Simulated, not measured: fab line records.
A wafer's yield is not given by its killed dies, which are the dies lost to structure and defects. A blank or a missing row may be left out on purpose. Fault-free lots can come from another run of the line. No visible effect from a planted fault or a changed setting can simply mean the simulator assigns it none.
What tool caused it?	flow gf180mcu	Sampling: 13 lots, 39 wafers, 6 of 602 route steps

## WHAT THE GAUGES READ, wafer by wafer
GF_STI_THK_MEAS_02.
lot	measured	on	STI_OXIDATION_THK (nm)
L620	day 1 11:32	film-metro-02	10.04 10.16 10.16
L621	day 1 16:37	film-metro-01	9.90 9.81 9.91
L622	day 1 21:31	film-metro-01	9.89 9.87 9.82
L623	day 2 02:31	film-metro-04	9.97 10.36 9.99
L625	day 2 13:28	film-metro-02	10.02 9.82 9.81
L630	day 3 13:31	film-metro-01	10.01 9.90 9.96
L631	day 3 19:53	film-metro-04	9.66 9.57 9.63
L636	day 4 19:31	film-metro-01	9.92 10.09 9.91
L637	day 5 01:06	film-metro-02	9.93 9.89 10.09
L639	day 5 11:46	film-metro-01	10.21 10.32 10.30
L640	day 5 15:32	film-metro-02	9.89 9.95 9.97
L641	day 5 20:55	film-metro-02	9.86 9.75 9.78
L642	day 6 02:14	film-metro-02	9.85 9.92 9.73

GF_STI_THK_MEAS_24.
lot	measured	on	STI_CVD_23_THK (nm)
L620	day 2 03:36	film-metro-02	649 652 645
L621	day 2 08:48	film-metro-04	645 650 644
L622	day 2 14:08	film-metro-02	653 648 648
L623	day 2 18:50	film-metro-01	644 653 637
L625	day 3 07:06	film-metro-02	643 652 642
L630	day 4 06:47	film-metro-01	640 637 640
L631	day 4 12:58	film-metro-04	651 650 653
L636	day 5 13:44	film-metro-01	648 642 647
L637	day 5 19:39	film-metro-04	641 652 649
L639	day 6 05:29	film-metro-01	644 646 644
L640	day 6 10:39	film-metro-02	646 645 648
L641	day 6 17:28	film-metro-02	651 642 648
L642	day 6 22:15	film-metro-02	654 647 640

GF_MVPSD_TW_MEAS_11.
lot	measured	on	MVPSD_TW
L620	day 5 00:20	film-metro-02	545 548 547
L621	day 5 06:10	film-metro-04	550 546 550
L622	day 5 12:28	film-metro-04	547 548 549
L623	day 5 18:46	film-metro-03	557 556 554
L625	day 6 08:06	film-metro-02	548 546 549
L630	day 7 12:22	film-metro-02	537 536 533
L631	day 7 20:13	film-metro-02	537 536 535
L636	day 9 00:20	film-metro-03	561 563 559
L637	day 9 07:22	film-metro-04	550 551 552
L639	day 9 19:20	film-metro-02	547 548 549
L640	day 10 00:53	film-metro-04	549 547 549
L641	day 10 07:47	film-metro-03	560 561 563
L642	day 10 14:56	film-metro-04	545 544 546

GF_VT_IMPLANT_OVL_MEAS_18.
lot	measured	on	VT_IMPLANT_01_OVL (nm)
L620	day 6 04:36	overlay-01	2.1 0.8 1.0
L621	day 6 11:05	overlay-01	-1.6 -1.7 -0.4
L622	day 6 17:34	overlay-02	3.8 3.7 3.5
L623	day 7 01:05	overlay-02	2.2 2.4 1.2
L625	day 7 15:31	overlay-02	1.4 -0.2 1.5
L630	day 8 21:19	overlay-01	-1.3 -1.7 -2.8
L631	day 9 05:43	overlay-02	2.3 3.0 3.9
L636	day 10 11:28	overlay-02	1.1 0.3 0.6
L637	day 10 18:19	overlay-02	0.7 2.9 2.4
L639	day 11 07:19	overlay-02	2.5 1.2 2.8
L640	day 11 13:08	overlay-01	-1.9 -3.0 -3.5
L641	day 11 20:40	overlay-02	-3.6 -4.7 -2.8
L642	day 12 03:51	overlay-01	1.9 1.7 2.2

GF_VT_IMPLANT_RS_MEAS_49: measures by four-point-probe.
lot	measured	on	MVPSD_RS (ohm/sq)
L620	day 7 12:51	film-metro-03	1169.2 1168.4 1169.4
L621	day 7 19:46	film-metro-02	1173.3 1174.4 1171.1
L622	day 8 03:05	film-metro-03	1173.3 1169.5 1172.1
L623	day 8 10:56	film-metro-03	1169.1 1168.2 1166.0
L625	day 9 01:31	film-metro-04	1167.7 1170.7 1170.5
L630	day 10 08:55	film-metro-04	1229.8 1226.2 1227.4
L631	day 10 18:08	film-metro-04	1223.3 1224.1 1224.4
L636	day 12 01:27	film-metro-04	1171.6 1175.0 1173.1
L637	day 12 07:58	film-metro-02	1177.0 1175.5 1173.6
L639	day 12 22:13	film-metro-02	1171.6 1166.5 1171.8
L640	day 13 04:37	film-metro-03	1170.5 1170.3 1173.3
L641	day 13 12:29	film-metro-02	1169.7 1169.2 1168.9
L642	day 13 20:25	film-metro-04	1173.5 1175.0 1173.0

## TOOL THAT RAN EACH LOT (tool first, then ch and the chambers of the sampled wafers, then the start)
lot	GF_MVPSD_IMPLANT_08
L620	implanter-03 ch 0, day 4 23:59
L621	implanter-03 ch 0, day 5 05:46
L622	implanter-01 ch 0, day 5 12:04
L623	implanter-04 ch 0, day 5 18:22
L625	implanter-01 ch 0, day 6 07:42
L630	implanter-01 ch 0, day 7 11:58
L631	implanter-01 ch 0, day 7 19:49
L636	implanter-03 ch 0, day 8 23:56
L637	implanter-04 ch 0, day 9 06:58
L639	implanter-03 ch 0, day 9 18:56
L640	implanter-03 ch 0, day 10 00:31
L641	implanter-01 ch 0, day 10 07:23
L642	implanter-01 ch 0, day 10 14:35
- GF_MVPSD_IMPLANT_08

## AS READ BY THE TOOLS THEMSELVES (means over the sampled wafers that have a number; for cases with no such wafer, the mark the record gives instead)
GF_MVPSD_IMPLANT_08.
lot	tool	beam-on-s (s)	end-station-pressure-torr (Torr)	faraday-current-uA
L620	implanter-03	9.92	5.06e-06	85.5
L621	implanter-03	9.94	5.25e-06	85.3
L622	implanter-01	10.12	4.78e-06	83.6
L623	implanter-04	10.14	5.14e-06	83.4
L625	implanter-01	10.05	5.07e-06	84.1
L630	implanter-01	10.01	5.03e-06	84.5
L631	implanter-01	9.90	5.01e-06	85.2
L636	implanter-03	10.07	4.87e-06	84.0
L637	implanter-04	9.94	5.23e-06	84.9
L639	implanter-03	9.86	5.15e-06	85.6
L640	implanter-03	10.01	5.16e-06	84.6
L641	implanter-01	10.08	5.06e-06	83.9
L642	implanter-01	9.84	4.97e-06	85.9

## THE ANSWER, worked out from the rows above alone
Rule: what is usual is taken from the lots themselves. Put in order of their means at a reading, lots are off if they are a third of the lots or fewer, leave a main group of 4 or more, and stand apart from it by a gap of 3 or more times the standard deviation of the main group's means; of several such gaps the widest counts. A main group is skipped when, at the precision printed for the reading in the tables above, its means are all equal. Also off: a lot with no number at a reading for which 4 or more lots have one. Any other lot the step has rows for is counted as sound. First the gauges in route order, then the tools' own readings, where a lot's mean is used as printed above. The first step at which some lot is off is used, and at that step the reading that is off furthest; a lot without a number counts as furthest.
Off: L630, L631, seen at GF_VT_IMPLANT_RS_MEAS_49 (MVPSD_RS). Main group: mean 1171.3 ohm/sq, sd 2.3.
A tool fits if, at a process step before that reading, it ran every lot that is off, and no sound lot after the first of them. The gauges at GF_VT_IMPLANT_RS_MEAS_49 are tried like those tools. Not one of the candidates tried fits.

## WHAT THE SIMULATOR HAD PUT IN
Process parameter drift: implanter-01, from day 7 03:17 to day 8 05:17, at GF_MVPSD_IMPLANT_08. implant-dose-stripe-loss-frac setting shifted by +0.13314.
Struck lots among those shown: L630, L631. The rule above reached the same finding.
